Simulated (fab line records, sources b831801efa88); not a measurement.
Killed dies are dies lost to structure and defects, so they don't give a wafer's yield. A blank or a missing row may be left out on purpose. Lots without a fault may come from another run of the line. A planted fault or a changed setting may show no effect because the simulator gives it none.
A struck lot beside a sound one | flow sky130 | 43 steps out of a route of 708
Sound: wafers L134.2, L134.4, L134.5. Struck: wafers L146.4, L146.6. (L146.1 of the same lot was not struck and is left out.) The cause comes at the end.
At each step with rows: each side's tool, then ch and its chambers, then its first start. Under that, the readings that differ: sound wafers | struck wafers | difference of the means | sigmas: that difference in standard deviations of wafers without a fault.
alike: readings whose means differ by less than 2 such deviations, and words and numbers that are the same on both sides. not compared: withheld readings, readings that some wafer has no value for, bounds like >300 that may hide the same value, and numbers for which the record gives no deviation and whose values overlap.
The two part at a step that has a row with sigmas, a row that says differs or no value, or rows on one side only. Numbers that don't overlap but have no deviation are shown without sigmas and don't part them. A reading that every wafer of one side lacks parts them only if that side has two wafers or more.

first, 3 steps without rows for these wafers: SKY_VIA3_EXPOSE_09 (exposes mask VIM3, target cd 200 nm); SKY_VIA3_PEB_10; SKY_VIA3_DEVELOP_11 (develop time 60 s).
SKY_VIA3_CD_MEAS_12: target cd 200 nm.
  sound on cd_sem-01, day 39 20:59; struck on cd_sem-02, day 43 05:50
  alike: cd_nm
SKY_VIA3_OVL_MEAS_13:
  sound on overlay-01, day 39 21:05; struck on overlay-02, day 43 05:58
  alike: VIA3_OVL
then, 2 steps without rows for these wafers: SKY_VIA3_ETCH_14 (etches BARC in N2/H2, stops on SiO2, time 45.9 s, target depth 60 nm); SKY_VIA3_ETCH_15 (etches SiO2 in C4F8/O2/Ar, stops on TiN, target depth 507 nm, time 78 s).
SKY_VIA3_STRIP_16: strips in O2/N2.
  sound on plasma_asher-02 ch 0,1, day 39 21:13; struck on plasma_asher-01 ch 0, day 43 06:06
  alike: drypump_motor_current_A, oes_product_au, strip_time_to_endpoint_s
  not compared: rf_hours_counter_h
then, 3 steps without rows for these wafers: SKY_VIA3_STRIP_17 (strips in post etch residue remover, time 1200 s); SKY_VIA3_CLEAN_18 (cleans in IPA, time 180 s); SKY_VIA3_CLEAN_19 (cleans in O3/DIW).
SKY_VIA3_SPUTTER_20: material TiN, target thk 20 nm, time 80 s.
  sound on pvd_sputter-04, day 39 21:49; struck on pvd_sputter-02, day 43 06:41
  alike: throttle_valve_pct
SKY_VIA3_CVD_21: deposits W, target thk 390 nm, time 117.31 s.
  sound on cvd_w-02 ch 0,1, day 39 21:52; struck on cvd_w-02 ch 1, day 43 06:50
  alike: heater_power_w
SKY_VIA3_RS_MEAS_22: measures by four-point-probe.
  sound on film_metro-04, day 39 22:01; struck on film_metro-04, day 43 06:58
  alike: VIA3_W_RS
SKY_VIA3_THK_MEAS_23: measures by xrf.
  sound on film_metro-04, day 39 22:08; struck on film_metro-04, day 43 07:05
  alike: VIA3_W_THK
then, 4 steps without rows for these wafers: SKY_VIA3_CMP_24 (polishes, stops on SiO2, t overpolish 20 s, target thk 0 nm); SKY_METAL4_SPUTTER_00 (material Ti, target thk 15 nm, time 10 s); SKY_METAL4_SPUTTER_01 (material TiN, target thk 20 nm, time 16.7 s); SKY_METAL4_SPUTTER_02 (material AlCu, target thk 735 nm, time 39.1 s).
SKY_METAL4_SPUTTER_03: material Ti, target thk 5 nm, time 3.3 s.
  sound on pvd_sputter-03, day 39 22:34; struck on pvd_sputter-03, day 43 07:31
  alike: throttle_valve_pct
SKY_METAL4_SPUTTER_04: material TiN, target thk 70 nm, time 58.3 s.
  sound on pvd_sputter-03, day 39 22:35; struck on pvd_sputter-03, day 43 07:32
  alike: throttle_valve_pct
then, 1 step without rows for these wafers: SKY_CAP2M_CVD_00 (deposits SiO2, target thk 15.5 nm).
SKY_CAP2M_THK_MEAS_01:
  sound on film_metro-01, day 39 22:40; struck on film_metro-04, day 43 07:37
  alike: CAP2M_CVD_00_THK
then, 1 step without rows for these wafers: SKY_CAP2M_SPUTTER_02 (material TiN, target thk 200 nm, time 166.7 s).
SKY_CAP2M_RS_MEAS_03: measures by four-point-probe.
  sound on film_metro-04, day 39 22:50; struck on film_metro-03, day 43 07:47
  reading               | sound          | struck    | difference | sigmas
  CAP2M_TIN_RS (ohm/sq) | 6.93 7.05 7.02 | 6.85 6.91 | -0.12      | -2
SKY_CAP2M_THK_MEAS_04: measures by xrf.
  sound on film_metro-04, day 39 22:57; struck on film_metro-03, day 43 07:55
  reading            | sound             | struck      | difference | sigmas
  CAP2M_TIN_THK (nm) | 195.6 192.0 192.8 | 198.7 198.1 | +4.9       | +2
then, 7 steps without rows for these wafers: SKY_CAP2M_DEHYDRATE_05 (time 60 s); SKY_CAP2M_HMDS_06 (prime time 60 s); SKY_CAP2M_COAT_07 (resist thk 1140 nm); SKY_CAP2M_SOFTBAKE_08 (time 60 s); SKY_CAP2M_EXPOSE_09 (exposes mask CAP2M, target cd 1000 nm); SKY_CAP2M_PEB_10; SKY_CAP2M_DEVELOP_11 (develop time 60 s).
SKY_CAP2M_OVL_MEAS_12:
  sound on overlay-02, day 40 22:22; struck on overlay-01, day 44 06:31
  alike: CAP2M_OVL
then, 1 step without rows for these wafers: SKY_CAP2M_METAL_ETCH_13 (etches TiN in Cl2/BCl3, stops on SiO2, target depth 220 nm, time 62.9 s).
SKY_CAP2M_STRIP_14: strips in O2/N2.
  sound on plasma_asher-03 ch 0,1, day 40 22:29; struck on plasma_asher-03 ch 1, day 44 06:38
  alike: drypump_motor_current_A, oes_product_au, strip_time_to_endpoint_s
  not compared: rf_hours_counter_h
then, 6 steps without rows for these wafers: SKY_CAP2M_STRIP_15 (strips in post etch residue remover, time 1200 s); SKY_CAP2M_CLEAN_16 (cleans in IPA, time 180 s); SKY_CAP2M_CLEAN_17 (cleans in O3/DIW); SKY_METAL4_DEHYDRATE_05 (time 60 s); SKY_METAL4_HMDS_06 (prime time 60 s); SKY_METAL4_COAT_07 (resist thk 60 nm).
-- the record jumps here: 5 days lie between the struck wafers' starts before and after (it left off in module METAL4 and takes up again in module PAD_OPEN, whose first step shown is number 708 of the route) --
SKY_PAD_OPEN_PROBE_99:
  the record has rows for the struck wafers here (prober-02, day 48 19:44) and none for the sound ones

WHERE THEY PART
First at SKY_CAP2M_RS_MEAS_03; last, within this record, at SKY_PAD_OPEN_PROBE_99.

WHY: what the simulator had put in
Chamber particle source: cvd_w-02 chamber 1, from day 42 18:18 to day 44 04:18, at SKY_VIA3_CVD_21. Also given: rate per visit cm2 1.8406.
